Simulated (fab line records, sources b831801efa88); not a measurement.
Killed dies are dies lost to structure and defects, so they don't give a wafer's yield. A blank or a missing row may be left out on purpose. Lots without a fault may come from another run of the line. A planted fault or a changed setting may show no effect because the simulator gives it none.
Split-lot experiment | flow sfq_line | 5 lots, 23 wafers read, on a route of 325 steps

THE SPLIT
At SFQ_TRILAYER_A5B_DEP_PECVD_129 (deposits SiO2 from SiH4/N2O, time 133.33 s, target thk 600 nm), the setting time_s was moved away from the recipe's 133.33 s on 9 of the 23 wafers read, by -12.5% to +11.8%. The other wafers ran this setting at the recipe's value.

The reading is taken at the split's own step.

THE READING
SiO2_of_TRILAYER_A5B_DEP_PECVD_129.thk_nm (the simulator's own value, which no gauge read), in nm, at SFQ_TRILAYER_A5B_DEP_PECVD_129 (deposits SiO2 from SiH4/N2O, time 133.33 s, target thk 600 nm). The file gives no usual value for it. The 14 wafers here that ran the recipe average 600.1 nm, standard deviation 12 nm.

wafer  | tool, chamber at the split | time_s as run, s | against the recipe | SiO2_of_TRILAYER_A5B_DEP_PECVD_129.thk_nm, nm | against lot-mates on the recipe
L077.1 | pecvd-02, 1                | 133.33           | recipe             | 584.9                                         | -
L077.2 | pecvd-02, 2                | 133.33           | recipe             | 591.1                                         | -
L077.3 | pecvd-02, 0                | 125.9            | -5.6%              | 549.6                                         | -40.1
L077.4 | pecvd-02, 1                | 125.9            | -5.6%              | 559.3                                         | -30.4
L077.5 | pecvd-02, 2                | 133.33           | recipe             | 593                                           | -
L079.1 | pecvd-04, 1                | 121.4            | -8.9%              | 528.6                                         | -59.1
L079.2 | pecvd-04, 2                | 133.33           | recipe             | 585.8                                         | -
L079.3 | pecvd-04, 0                | 133.33           | recipe             | 593.7                                         | -
L079.5 | pecvd-04, 1                | 133.33           | recipe             | 583.7                                         | -
L079.6 | pecvd-04, 0                | 121.4            | -8.9%              | 541.3                                         | -46.4
L080.1 | pecvd-04, 0                | 133.33           | recipe             | 603.3                                         | -
L080.2 | pecvd-04, 2                | 149.1            | +11.8%             | 657.6                                         | +55.8
L080.3 | pecvd-04, 1                | 149.1            | +11.8%             | 654.2                                         | +52.4
L080.4 | pecvd-04, 2                | 133.33           | recipe             | 595.3                                         | -
L080.6 | pecvd-04, 0                | 133.33           | recipe             | 606.8                                         | -
L081.2 | pecvd-03, 1                | 116.6            | -12.5%             | 541.9                                         | -80.1
L081.3 | pecvd-03, 0                | 116.6            | -12.5%             | 530.9                                         | -91.1
L081.4 | pecvd-03, 0                | 116.6            | -12.5%             | 536.8                                         | -85.2
L081.5 | pecvd-03, 2                | 133.33           | recipe             | 622.9                                         | -
L081.6 | pecvd-03, 1                | 133.33           | recipe             | 621                                           | -
L083.2 | pecvd-03, 1                | 133.33           | recipe             | 598.5                                         | -
L083.4 | pecvd-03, 1                | 133.33           | recipe             | 610.3                                         | -
L083.5 | pecvd-03, 2                | 133.33           | recipe             | 611.5                                         | -

THE FIT
A straight line over all 23 wafers: SiO2_of_TRILAYER_A5B_DEP_PECVD_129.thk_nm changes by +5.4 nm for each +1% of time_s; r = +0.94; the points scatter about the line by 13 nm.
The same after taking each lot's own level away (the mean of its wafers on the recipe; 23 wafers): +5.85 nm for each +1%; r = +0.98; scatter 7.4 nm.
On that fit, the largest move of time_s shifts the reading by 73 nm.
The lots' own levels span 587.73 to 621.95 nm, that is 2.8 times the standard deviation above.
So the lot-to-lot level changes the slope little: the two slopes agree.
Check: with one of the wafers moved furthest among these (-12.5%) left out of the fit, the line predicts -75.8 nm for it against its lot-mates. It came out at -80.1 nm against them.

OTHER SPLITS ON THESE WAFERS
These wafers also went through other splits before the reading. Each is held against what the fit with the lots' levels taken away leaves over:
other split on the same wafers               | wafers away from the commonest value | r with SiO2_of_TRILAYER_A5B_DEP_PECVD_129.thk_nm (lot level and that fit taken away)
SFQ_TRILAYER_M4_DEP_SPUTTER_091 time_s       | 5                                    | +0.23
SFQ_TRILAYER_M4_LITHO_COAT_093 spin_rpm      | 8                                    | -0.18
SFQ_TRILAYER_M4_ETCH_METAL_ETCH_096 time_s   | 8                                    | +0.08
SFQ_TRILAYER_I4_VIA_LITHO_PEB_106 peb_temp_c | 5                                    | +0.42
SFQ_TRILAYER_JJ_CE_LITHO_COAT_119 spin_rpm   | 9                                    | -0.12
SFQ_TRILAYER_M5_LITHO_EXPOSE_124 dose_mj     | 9                                    | -0.03

THE FILE'S OWN FIT
SiO2_of_TRILAYER_A5B_DEP_PECVD_129.thk_nm changes by +5.83 nm for each +1% of time_s, r = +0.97.
